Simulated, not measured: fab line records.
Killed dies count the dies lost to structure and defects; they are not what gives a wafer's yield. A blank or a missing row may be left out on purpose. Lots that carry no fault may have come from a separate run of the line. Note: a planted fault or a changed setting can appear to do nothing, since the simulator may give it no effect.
fab line records | flow gf180mcu
record lots=6 | wafers=18 | last_day=33
route steps=602 shown V2@392
lots that met no fault: from a run of the same line without faults
start_h: the number of hours between the record's first day and the start of the first shown wafer of the lot | wait_h: hours elapsed since this lot's preceding step | " the same as in the row above | L1.1+2: one row covering several wafers at once | - no value, or no start given | * or withheld: withheld | < > ~ a bound
route shown NAME@n: NAME is a module with steps in the file, n the number in the route of the first one | usual: mean/standard deviation of fault-free wafers | same: alike in all rows | chamber/n: place in a boat | sites: readings site by site | _std_site: standard deviation of those values | _edge_site: mean of outer sites minus mean of inner sites | radius_mm: how far each site lies from the wafer's centre | mask NAME#n: copy n | behind: the most recent tool/chamber to have shaped the wafer | hold: the reason the lot was held/the length of the hold in hours/how it ended | device: which transistor (n, p or np) failed to switch | end of line: the route-end tests of the same wafers | a step given without rows: its recipe and nothing more | killed: the dies lost at the first sort to structure and to defects; this is not the yield of the wafer | map: per-die view of a wafer (x killed, . not killed, _ where there is no die)
set.NAME: the setting as run; set.NAME@STEP: as run at that earlier step | model.NAME: the simulator's own value behind a step, which no gauge read
lots seen at some steps along the route; tables by step, rows by wafer
services: from which hour (start_h, from the record's first day; less than 0 if before it) a tool's chamber was out of use, for how many hours, and why
## steps
# step GF_V2_SOFTBAKE_10
# recipe temp_c=130 | time_s=60 | resist=KrF
# step GF_V2_EXPOSE_11
# recipe mask_id=Via2 | target_cd_nm=260 | na=0.68 | source_shape=conventional | sigma_outer=0.6 | dose_mj=38
# step GF_V2_PEB_12
# recipe peb_temp_c=135 | peb_time_s=90 | resist=KrF
# step GF_V2_DEVELOP_13
# recipe develop_time_s=60 | resist=KrF | dev_temp_c=21
# step GF_V2_CD_MEAS_14
# recipe target_cd_nm=260
# usual cd_nm=260.7/1.5
lot.wafer | tool      | chamber | start_h | wait_h | cd_nm
L262.2    | cd_sem-01 | -       | 482.47  | 0.1    | 256.9
L262.5    | "         | -       | "       | "      | 256.4
L262.6    | "         | -       | "       | "      | 256.4
L265.1    | cd_sem-02 | -       | 510.65  | 0.1    | 258.7
L265.3    | "         | -       | "       | "      | 259.0
L265.6    | "         | -       | "       | "      | 258.5
L269.1    | cd_sem-01 | -       | 544.14  | 0.1    | 262.8
L269.2    | "         | -       | "       | "      | 262.5
L269.3    | "         | -       | "       | "      | 261.7
L270.1    | cd_sem-01 | -       | 560.49  | 0.1    | 260.5
L270.2    | "         | -       | "       | "      | 261.5
L270.3    | "         | -       | "       | "      | 261.0
L277.2    | cd_sem-02 | -       | 607.37  | 0.1    | 260.9
L277.3    | "         | -       | "       | "      | 261.7
L277.5    | "         | -       | "       | "      | 262.1
L278.1    | cd_sem-01 | -       | 614.63  | 0.1    | 260.1
L278.4    | "         | -       | "       | "      | 261.6
L278.6    | "         | -       | "       | "      | 262.7
# step GF_V2_OVL_MEAS_15
# usual V2_OVL=0/4.2
lot.wafer | tool       | chamber | start_h | wait_h | V2_OVL[nm]
L262.2    | overlay-02 | -       | 482.58  | 0.1    | -2
L262.5    | "          | -       | "       | "      | 3
L262.6    | "          | -       | "       | "      | -5
L265.1    | overlay-01 | -       | 510.77  | 0.1    | 1
L265.3    | "          | -       | "       | "      | 1
L265.6    | "          | -       | "       | "      | 4
L269.1    | overlay-02 | -       | 544.26  | 0.1    | -5
L269.2    | "          | -       | "       | "      | -7
L269.3    | "          | -       | "       | "      | 0
L270.1    | overlay-02 | -       | 560.61  | 0.1    | -3
L270.2    | "          | -       | "       | "      | -2
L270.3    | "          | -       | "       | "      | -6
L277.2    | overlay-02 | -       | 607.47  | 0.1    | -2
L277.3    | "          | -       | "       | "      | 1
L277.5    | "          | -       | "       | "      | -1
L278.1    | overlay-02 | -       | 614.75  | 0.1    | -2
L278.4    | "          | -       | "       | "      | 2
L278.6    | "          | -       | "       | "      | 0
# step GF_V2_ETCH_16
# recipe chemistry=N2/H2 | target_depth_a=withheld | overetch_a=withheld | time_s=withheld | target=BARC | ion_energy_ev=200 | source_w=500 | bias_w=100 | pressure_mtorr=30 | n2_flow_sccm=100 | h2_flow_sccm=200
# usual bias_w=100.0/0.34 | drypump_motor_current_A=5.8/0.53 | oes_product_au=0.854/0.0051 | throttle_valve_pct=13.225/0.0085
lot.wafer | tool        | chamber | start_h | wait_h | bias_w | drypump_motor_current_A | oes_product_au | throttle_valve_pct
L262.2    | rie_diel-03 | 3       | 482.61  | 0.0    | 99.7   | 6.2                     | 0.857          | 13.221
L262.5    | "           | 1       | "       | "      | 100.1  | 5.5                     | 0.845          | 13.221
L262.6    | "           | 0       | "       | "      | 100.0  | 4.9                     | 0.860          | 13.232
L265.1    | rie_diel-03 | 2       | 510.81  | 0.0    | 100.4  | 6.5                     | 0.849          | 13.220
L265.3    | "           | 0       | "       | "      | 99.9   | 4.9                     | 0.862          | 13.240
L265.6    | "           | 2       | "       | "      | 100.6  | 6.5                     | 0.856          | 13.236
L269.1    | rie_diel-03 | 1       | 544.30  | 0.0    | 100.2  | 5.5                     | 0.853          | 13.236
L269.2    | "           | 2       | "       | "      | 100.4  | 6.5                     | 0.853          | 13.234
L269.3    | "           | 0       | "       | "      | 99.9   | 4.9                     | 0.842          | 13.230
L270.1    | rie_diel-01 | 0       | 560.65  | 0.0    | 99.7   | 5.2                     | 0.859          | 13.218
L270.2    | "           | 3       | "       | "      | 100.2  | 6.4                     | 0.854          | 13.220
L270.3    | "           | 1       | "       | "      | 99.8   | 5.7                     | 0.843          | 13.227
L277.2    | rie_diel-03 | 1       | 607.50  | 0.0    | 100.1  | 5.5                     | 0.854          | 13.240
L277.3    | "           | 2       | "       | "      | 100.4  | 6.5                     | 0.856          | 13.230
L277.5    | "           | 3       | "       | "      | 100.4  | 6.3                     | 0.863          | 13.223
L278.1    | rie_diel-02 | 2       | 614.78  | 0.0    | 99.7   | 6.2                     | 0.847          | 13.216
L278.4    | "           | 1       | "       | "      | 100.3  | 5.5                     | 0.855          | 13.224
L278.6    | "           | 2       | "       | "      | 99.9   | 6.2                     | 0.851          | 13.232
# step GF_V2_ETCH_17
# recipe chemistry=C4F8/O2/Ar | mask_material=KrF | target=SiO2 | stop_on=TiN | source_w=1500 | bias_w=1200 | pressure_mtorr=40 | c4f8_flow_sccm=withheld | O2_flow_sccm=6 | Ar_flow_sccm=300 | time_s=withheld | target_depth_a=6300
# usual bias_w=1200/3.8 | oes_product_au=0.855/0.0048
lot.wafer | tool        | chamber | start_h | wait_h | bias_w | oes_product_au
L262.2    | rie_diel-03 | 3       | -       | -      | 1198   | 0.847
L262.5    | "           | 1       | "       | "      | 1198   | 0.858
L262.6    | "           | 0       | "       | "      | 1204   | 0.859
L265.1    | rie_diel-03 | 2       | -       | -      | 1195   | 0.869
L265.3    | "           | 0       | "       | "      | 1205   | 0.853
L265.6    | "           | 2       | "       | "      | 1201   | 0.860
L269.1    | rie_diel-03 | 1       | -       | -      | 1192   | 0.857
L269.2    | "           | 2       | "       | "      | 1200   | 0.860
L269.3    | "           | 0       | "       | "      | 1196   | 0.848
L270.1    | rie_diel-01 | 0       | -       | -      | 1205   | 0.856
L270.2    | "           | 3       | "       | "      | 1197   | 0.849
L270.3    | "           | 1       | "       | "      | 1203   | 0.853
L277.2    | rie_diel-03 | 1       | -       | -      | 1203   | 0.862
L277.3    | "           | 2       | "       | "      | 1202   | 0.854
L277.5    | "           | 3       | "       | "      | 1197   | 0.848
L278.1    | rie_diel-02 | 2       | -       | -      | 1198   | 0.859
L278.4    | "           | 1       | "       | "      | 1204   | 0.853
L278.6    | "           | 2       | "       | "      | 1197   | 0.865
# step GF_V2_STRIP_18
# recipe chemistry=O2/N2 | power_w=1400 | pressure_mtorr=1500 | platen_temp_c=250 | o2_flow_sccm=3000 | n2_flow_sccm=300 | overash_fraction=0.5
# usual drypump_motor_current_A=5.61/0.15 | heater_power_w=347/37 | o2_flow_sccm=2999/9.6 | oes_product_au=0.592/0.005
lot.wafer | tool            | chamber | start_h | wait_h | drypump_motor_current_A | heater_power_w | o2_flow_sccm | oes_product_au | rf_hours_counter_h
L262.2    | plasma_asher-02 | 0       | 482.74  | -      | 5.49                    | 329            | 3009         | 0.595          | 73
L262.5    | "               | 1       | "       | "      | 5.59                    | 299            | 2988         | 0.596          | -
L262.6    | "               | 0       | "       | "      | 5.53                    | 333            | 3004         | 0.599          | -
L265.1    | plasma_asher-02 | 1       | 510.93  | -      | 5.56                    | 295            | 2998         | 0.599          | 76
L265.3    | "               | 0       | "       | "      | 5.52                    | 330            | 2998         | 0.592          | -
L265.6    | "               | 0       | "       | "      | 5.53                    | 339            | 2993         | 0.593          | -
L269.1    | plasma_asher-03 | 1       | 544.43  | -      | 5.84                    | 376            | 2989         | 0.583          | 46
L269.2    | "               | 0       | "       | "      | 5.45                    | 386            | 2991         | 0.597          | 46
L269.3    | "               | 0       | "       | "      | 5.46                    | 384            | 3005         | 0.584          | -
L270.1    | plasma_asher-03 | 0       | 560.78  | -      | 5.48                    | 384            | 3007         | 0.590          | 48
L270.2    | "               | 1       | "       | "      | 5.86                    | 381            | 3008         | 0.580          | 48
L270.3    | "               | 0       | "       | "      | 5.50                    | 379            | 2993         | 0.595          | -
L277.2    | plasma_asher-03 | 0       | 607.63  | -      | 5.46                    | 381            | 3007         | 0.595          | 53
L277.3    | "               | 0       | "       | "      | 5.45                    | 388            | 2998         | 0.593          | -
L277.5    | "               | 0       | "       | "      | 5.46                    | 390            | 3011         | 0.590          | -
L278.1    | plasma_asher-03 | 0       | 614.91  | -      | 5.47                    | 390            | 2988         | 0.597          | 54
L278.4    | "               | 0       | "       | "      | 5.46                    | 383            | 2988         | 0.597          | -
L278.6    | "               | 0       | "       | "      | 5.46                    | 397            | 2992         | 0.589          | -
# step GF_V2_STRIP_19
# recipe chemistry=post_etch_residue_remover | time_s=1200 | temp_c=72.5
# step GF_V2_CLEAN_20
# recipe chemistry=DIW | dry=n2_spin
# step GF_V2_SPUTTER_21
# recipe material=Ti | target_thk_nm=15 | chamber_pressure_pa=5 | power_w=2500 | substrate_temp_c=200 | time_s=80.02
# usual cathode_dc_power_W=2500.0/0.49 | chamber_pressure_pa=5.000/0.0096 | throttle_valve_pct=30.3/1.1
lot.wafer | tool           | chamber | start_h | wait_h | cathode_dc_power_W | chamber_pressure_pa | throttle_valve_pct
L262.2    | pvd_sputter-03 | -       | 483.31  | 0.0    | 2499.6             | 4.992               | 29.6
L262.5    | "              | -       | "       | "      | 2500.4             | 4.991               | 28.5
L262.6    | "              | -       | "       | "      | 2499.8             | 4.992               | 31.3
L265.1    | pvd_sputter-01 | -       | 511.47  | 0.0    | 2499.9             | 4.999               | 29.8
L265.3    | "              | -       | "       | "      | 2499.8             | 4.998               | 30.8
L265.6    | "              | -       | "       | "      | 2499.1             | 5.004               | 31.9
L269.1    | pvd_sputter-02 | -       | 544.96  | 0.0    | 2500.4             | 5.015               | 30.8
L269.2    | "              | -       | "       | "      | 2500.1             | 5.015               | 29.2
L269.3    | "              | -       | "       | "      | 2499.6             | 5.000               | 30.9
L270.1    | pvd_sputter-03 | -       | 561.31  | 0.0    | 2499.6             | 5.001               | 30.0
L270.2    | "              | -       | "       | "      | 2500.3             | 5.003               | 31.1
L270.3    | "              | -       | "       | "      | 2499.6             | 4.993               | 28.1
L277.2    | pvd_sputter-02 | -       | 608.18  | 0.0    | 2500.6             | 5.004               | 30.9
L277.3    | "              | -       | "       | "      | 2499.8             | 4.994               | 30.7
L277.5    | "              | -       | "       | "      | 2500.6             | 4.999               | 30.7
L278.1    | pvd_sputter-03 | -       | 615.45  | 0.0    | 2500.6             | 4.987               | 28.6
L278.4    | "              | -       | "       | "      | 2500.5             | 5.007               | 31.4
L278.6    | "              | -       | "       | "      | 2500.4             | 4.990               | 30.8
# step GF_V2_SPUTTER_22
# recipe material=TiN | target_thk_nm=10 | chamber_pressure_pa=5 | power_w=4000 | time_s=40
# usual cathode_dc_power_W=4000.1/0.76 | chamber_pressure_pa=5.001/0.0099 | throttle_valve_pct=30.4/1.1
lot.wafer | tool           | chamber | start_h | wait_h | cathode_dc_power_W | chamber_pressure_pa | throttle_valve_pct
L262.2    | pvd_sputter-03 | -       | 483.37  | 0.0    | 3999.6             | 5.009               | 29.7
L262.5    | "              | -       | "       | "      | 3999.9             | 4.981               | 28.3
L262.6    | "              | -       | "       | "      | 4001.1             | 5.003               | 31.4
L265.1    | pvd_sputter-01 | -       | 511.53  | 0.0    | 3998.6             | 4.992               | 29.9
L265.3    | "              | -       | "       | "      | 4001.1             | 4.993               | 30.8
L265.6    | "              | -       | "       | "      | 3998.6             | 5.005               | 31.9
L269.1    | pvd_sputter-02 | -       | 545.02  | 0.0    | 4000.5             | 5.017               | 30.7
L269.2    | "              | -       | "       | "      | 4000.5             | 4.992               | 29.3
L269.3    | "              | -       | "       | "      | 3999.8             | 5.010               | 31.0
L270.1    | pvd_sputter-03 | -       | 561.37  | 0.0    | 4000.1             | 5.011               | 29.8
L270.2    | "              | -       | "       | "      | 3999.6             | 5.003               | 31.2
L270.3    | "              | -       | "       | "      | 4000.5             | 5.000               | 28.5
L277.2    | pvd_sputter-02 | -       | 608.24  | 0.0    | -                  | -                   | -
L277.3    | "              | -       | "       | "      | -                  | -                   | -
L277.5    | "              | -       | "       | "      | -                  | -                   | -
L278.1    | pvd_sputter-03 | -       | 615.51  | 0.0    | -                  | -                   | -
L278.4    | "              | -       | "       | "      | -                  | -                   | -
L278.6    | "              | -       | "       | "      | -                  | -                   | -
# step GF_V2_CVD_23
# recipe material=W | target_thk_nm=350 | time_s=104.94 | temp_c=400 | pressure_torr=40
# usual heater_power_w=877/37
lot.wafer | tool     | chamber | start_h | wait_h | heater_power_w
L262.2    | cvd_w-02 | 1       | 483.41  | 0.0    | 872
L262.5    | "        | 0       | "       | "      | 880
L262.6    | "        | 1       | "       | "      | 871
L265.1    | cvd_w-02 | 1       | 511.57  | 0.0    | 864
L265.3    | "        | 1       | "       | "      | 852
L265.6    | "        | 1       | "       | "      | 889
L269.1    | cvd_w-02 | 0       | 545.06  | 0.0    | 879
L269.2    | "        | 1       | "       | "      | 858
L269.3    | "        | 1       | "       | "      | 882
L270.1    | cvd_w-02 | 1       | 561.41  | 0.0    | 865
L270.2    | "        | 0       | "       | "      | 878
L270.3    | "        | 1       | "       | "      | 871
L277.2    | cvd_w-01 | 0       | 608.28  | 0.0    | 826
L277.3    | "        | 1       | "       | "      | 934
L277.5    | "        | 0       | "       | "      | 806
L278.1    | cvd_w-02 | 1       | 615.55  | 0.0    | 864
L278.4    | "        | 0       | "       | "      | 905
L278.6    | "        | 1       | "       | "      | 866
## services
tool            | chamber | start_h | hours | kind
cvd_w-02        | -       | 476.42  | 2.8   | pm
rie_diel-03     | 0       | 484.10  | 15.1  | repair
rie_diel-03     | 1       | 488.77  | 4.0   | repair
rie_diel-01     | 0       | 499.40  | 8.1   | repair
cvd_w-01        | -       | 525.69  | 2.8   | pm
rie_diel-03     | 3       | 538.28  | 16.4  | repair
plasma_asher-03 | -       | 547.57  | 2.9   | repair
rie_diel-02     | 1       | 556.18  | 12.5  | repair
rie_diel-02     | 2       | 560.88  | 6.5   | repair
rie_diel-03     | 3       | 574.98  | -     | clean
rie_diel-03     | 3       | 574.98  | 19.8  | scheduled_down
rie_diel-03     | 3       | 574.98  | 19.8  | vent_cycle
cvd_w-01        | -       | 581.93  | 6.0   | pm
cvd_w-02        | 0       | 584.71  | 14.5  | repair
plasma_asher-03 | -       | 587.70  | 0.6   | repair
rie_diel-03     | 0       | 597.83  | -     | clean
rie_diel-03     | 0       | 597.83  | 16.6  | scheduled_down
rie_diel-03     | 0       | 597.83  | 16.6  | vent_cycle
rie_diel-01     | 3       | 602.59  | -     | clean
rie_diel-01     | -       | 607.11  | 0.6   | repair
rie_diel-01     | -       | 613.83  | 2.8   | pm
rie_diel-03     | 2       | 614.44  | -     | clean
rie_diel-03     | 2       | 614.44  | 14.1  | scheduled_down
rie_diel-03     | 2       | 614.44  | 14.1  | vent_cycle
## key
first_sign step=GF_V2_SPUTTER_22 | reading=tool_record | direction=missing
effect none on later readings
met_at GF_V2_SPUTTER_22
struck_wafers L277.2,L277.3,L277.5,L278.1,L278.4,L278.6
later_rows_left_out L277.2,L277.3,L277.5,L278.1,L278.4,L278.6
sort_left_out L277.2,L277.3,L277.5,L278.1,L278.4,L278.6
onset_between 561.37 608.24
fault kind=skipped_step_whole | tool=pvd_sputter-02,pvd_sputter-03 | chamber=- | onset_h=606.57 | steps=GF_V2_SPUTTER_22 | scope=struck_lots_only
# sort_left_out: the simulated sort isn't trusted on such a fault, so these wafers' sort isn't shown, and their yield isn't known
# later_rows_left_out: the simulator's readings of these wafers behind a module that went badly wrong aren't trusted and aren't shown, but for the sort
